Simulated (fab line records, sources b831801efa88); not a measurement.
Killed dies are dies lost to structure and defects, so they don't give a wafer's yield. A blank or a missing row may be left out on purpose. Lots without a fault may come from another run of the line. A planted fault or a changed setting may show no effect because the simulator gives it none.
A struck lot beside a sound one | flow sky130 | 18 steps out of a route of 708
Sound: wafers L729.1, L729.3, L729.4. Struck: wafers L743.2, L743.6. (L743.1 of the same lot was not struck and is left out.) The cause comes at the end.
At each step with rows: each side's tool, then ch and its chambers, then its first start. Under that, the readings that differ: sound wafers | struck wafers | difference of the means | sigmas: that difference in standard deviations of wafers without a fault.
alike: readings whose means differ by less than 2 such deviations, and words and numbers that are the same on both sides. not compared: withheld readings, readings that some wafer has no value for, bounds like >300 that may hide the same value, and numbers for which the record gives no deviation and whose values overlap.
The two part at a step that has a row with sigmas, a row that says differs or no value, or rows on one side only. Numbers that don't overlap but have no deviation are shown without sigmas and don't part them. A reading that every wafer of one side lacks parts them only if that side has two wafers or more.

first, 5 steps without rows for these wafers: SKY_VIA4_COAT_06 (resist thk 1140 nm); SKY_VIA4_SOFTBAKE_07 (time 60 s); SKY_VIA4_EXPOSE_08 (exposes mask VIM4, target cd 800 nm); SKY_VIA4_PEB_09; SKY_VIA4_DEVELOP_10 (develop time 60 s).
SKY_VIA4_OVL_MEAS_11:
  sound on overlay-01, day 44 07:02; struck on overlay-02, day 47 17:41
  alike: VIA4_OVL
SKY_VIA4_ETCH_12: etches SiO2 in C4F8/O2/Ar, stops on TiN, target depth 580 nm.
  sound on rie_diel-01 ch 0,1,2, day 44 07:04; struck on rie_diel-03 ch 0,2, day 47 17:43
  alike: bias_w, oes_product_au
SKY_VIA4_STRIP_13: strips in O2/N2.
  sound on plasma_asher-04 ch 0,1, day 44 07:08; struck on plasma_asher-04 ch 1, day 47 17:47
  alike: drypump_motor_current_A, oes_product_au, strip_time_to_endpoint_s
  not compared: rf_hours_counter_h
then, 3 steps without rows for these wafers: SKY_VIA4_STRIP_14 (strips in post etch residue remover, time 1200 s); SKY_VIA4_CLEAN_15 (cleans in IPA, time 180 s); SKY_VIA4_CLEAN_16 (cleans in O3/DIW).
SKY_VIA4_SPUTTER_17: material TiN, target thk 20 nm, time 80 s.
  sound on pvd_sputter-04, day 44 07:46; struck on pvd_sputter-04, day 47 18:23
  alike: throttle_valve_pct
SKY_VIA4_CVD_18: deposits W, target thk 505 nm, time 152.14 s.
  sound on cvd_w-01 ch 0,1, day 44 07:50; struck on cvd_w-02 ch 0, day 47 18:26
  reading                            | sound                | struck        | difference | sigmas
  heater_power_outer_w (W)           | 518 523 547          | 407 422       | -115       | -4
  heater_power_w (W)                 | 874 898 871          | 743 736       | -142       | -7
  susceptor_temp_C (C)               | 399.99 399.96 399.99 | 379.06 378.92 | -20.99     | -99 or more
  model.W_of_VIA4_CVD_18.thk_nm (nm) | 496.3 497.3 496.4    | 340.4 332.4   | -160.3     |
  alike: chamber_pressure_Torr
  not compared: since_wet_clean_h
SKY_VIA4_RS_MEAS_19: measures by four-point-probe.
  sound on film_metro-01, day 44 07:59; struck on film_metro-01, day 47 18:35
  reading            | sound                | struck        | difference | sigmas
  VIA4_W_RS (ohm/sq) | 0.2305 0.2300 0.2302 | 0.3372 0.3456 | +0.1112    | +56
SKY_VIA4_THK_MEAS_20: measures by xrf.
  sound on film_metro-01, day 44 08:06; struck on film_metro-01, day 47 18:43
  reading         | sound       | struck  | difference | sigmas
  VIA4_W_THK (nm) | 490 489 489 | 333 325 | -160       | -31
SKY_VIA4_CMP_21: polishes, stops on SiO2, t overpolish 25 s, target thk 0 nm.
  sound on cmp-01 ch 0,1,2, day 44 08:13; struck on cmp-01 ch 2, day 47 18:49
  reading                | sound       | struck | difference | sigmas
  time_to_endpoint_s (s) | 119 118 115 | 81 77  | -38        | -12
  alike: motor_current_A, slurry_flow_ml_min
SKY_METAL5_SPUTTER_00: material Ti, target thk 15 nm, time 10 s.
  sound on pvd_sputter-03, day 44 08:29; struck on pvd_sputter-02, day 47 19:04
  alike: throttle_valve_pct
-- the record jumps here: 2 days lie between the struck wafers' starts before and after (it left off in module METAL5 and takes up again in module PAD_OPEN, whose first step shown is number 708 of the route) --
SKY_PAD_OPEN_PROBE_99:
  sound on prober-02, day 47 05:20; struck on prober-02, day 50 05:56
  alike: defect_limited_yield, killed_at_M0_to_M3, killed_at_M4_up, killed_at_contacts, killed_at_front_end, killed_at_other, killed_dies, killed_on_rim, killed_open, killed_short, sort_bin_3_pad_short, sort_bin_5_function, sort_bin_6_memory, sort_n_pass, sort_yield_pct

WHERE THEY PART
First at SKY_VIA4_CVD_18; last, within this record, at SKY_VIA4_CMP_21. Later steps at which nothing parts them and some readings are alike: SKY_METAL5_SPUTTER_00, SKY_PAD_OPEN_PROBE_99.

WHY: what the simulator had put in
Process parameter drift: cvd_w-02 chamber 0, from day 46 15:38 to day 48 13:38, at SKY_VIA4_CVD_18. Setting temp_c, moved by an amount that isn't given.
